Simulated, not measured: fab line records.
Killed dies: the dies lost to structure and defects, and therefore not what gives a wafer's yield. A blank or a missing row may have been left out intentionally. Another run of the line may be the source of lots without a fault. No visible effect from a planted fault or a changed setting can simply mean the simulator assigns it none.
Chamber matching | flow sky130 | SKY_CONTACT_CMP_27 on cmp-02 has 4 sister chambers
The step polishes, stops on SiO2, t overpolish 15 s, target thk 0 nm. 16 wafers are shown with their chamber, then 8 later ones without.

## WAFERS PAIRED WITH THEIR CHAMBERS
wafer  | chamber | time to endpoint s (s) | motor current A (A) | slurry flow ml min
L552.3 | 3       | 91                     | 10.2                | 149.4
L552.4 | 2       | 75                     | 10.1                | 150.3
L552.5 | 0       | 83                     | 10.3                | 150.7
L553.2 | 2       | 75                     | 10.8                | 149.5
L553.3 | 1       | 84                     | 10.8                | 149.7
L553.5 | 0       | 88                     | 10.7                | 150.1
L555.1 | 3       | 93                     | 10.7                | 149.6
L555.2 | 2       | 77                     | 11.2                | 149.8
L555.6 | 0       | 89                     | 10.1                | 150.5
L558.2 | 1       | 87                     | 11.3                | 150.4
L558.5 | 2       | 76                     | 10.5                | 149.6
L558.6 | 1       | 87                     | 10.9                | 149.8
L559.1 | 2       | 74                     | 10.2                | 150.0
L559.4 | 3       | 94                     | 10.7                | 150.3
L559.6 | 1       | 82                     | 11.1                | 149.5
L567.3 | 2       | 73                     | 11.0                | 150.5

SIGNATURES (means of the wafers above)
reading            | chamber 0 | chamber 1 | chamber 2 | chamber 3 | scatter within a chamber
time to endpoint s | 86.67     | 85.00     | 75.00     | 92.67     | 2.11
motor current A    | 10.367    | 11.025    | 10.633    | 10.533    | 0.35
slurry flow ml min | 150.433   | 149.850   | 149.950   | 149.767   | 0.394
Rule: distance of a wafer from a chamber = root of the sum over the readings of ((wafer's reading minus chamber's mean) / reading's scatter) squared. The wafer belongs to the nearest chamber; if the next one is less than 2 further off, it can't be placed. The scatter is the square root of a quotient: the sum, over the shown wafers, of each reading's squared deviation from its chamber's mean, divided by wafers minus chambers.

## WAFERS WHOSE CHAMBER IS MISSING
wafer  | time to endpoint s (s) | motor current A (A) | slurry flow ml min
L567.4 | 81                     | 10.9                | 149.1
L567.6 | 88                     | 9.3                 | 150.4
L573.2 | 81                     | 11.2                | 150.2
L573.4 | 84                     | 10.0                | 149.2
L573.5 | 93                     | 11.6                | 149.8
L574.3 | 91                     | 10.2                | 150.8
L574.4 | 76                     | 10.7                | 150.0
L574.5 | 84                     | 10.8                | 149.8

## WHICH CHAMBER EACH WENT THROUGH
wafer  | from the rows above               | in truth
L567.4 | can't be placed: 1 or 2 or 0      | 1
L567.6 | can't be placed: 0 or 3           | 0
L573.2 | can't be placed: 1 or 2 or 0      | 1
L573.4 | can't be placed: 1 or 0 or 3 or 2 | 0
L573.5 | can't be placed: 3 or 1 or 0      | 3
L574.3 | can't be placed: 0 or 3           | 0
L574.4 | 2                                 | 2
L574.5 | can't be placed: 1 or 0           | 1
Correctly placed: 1 of 8. Can't be placed from these rows: 7 (the true chamber is among the candidates in 7). Number placed wrongly: 0.
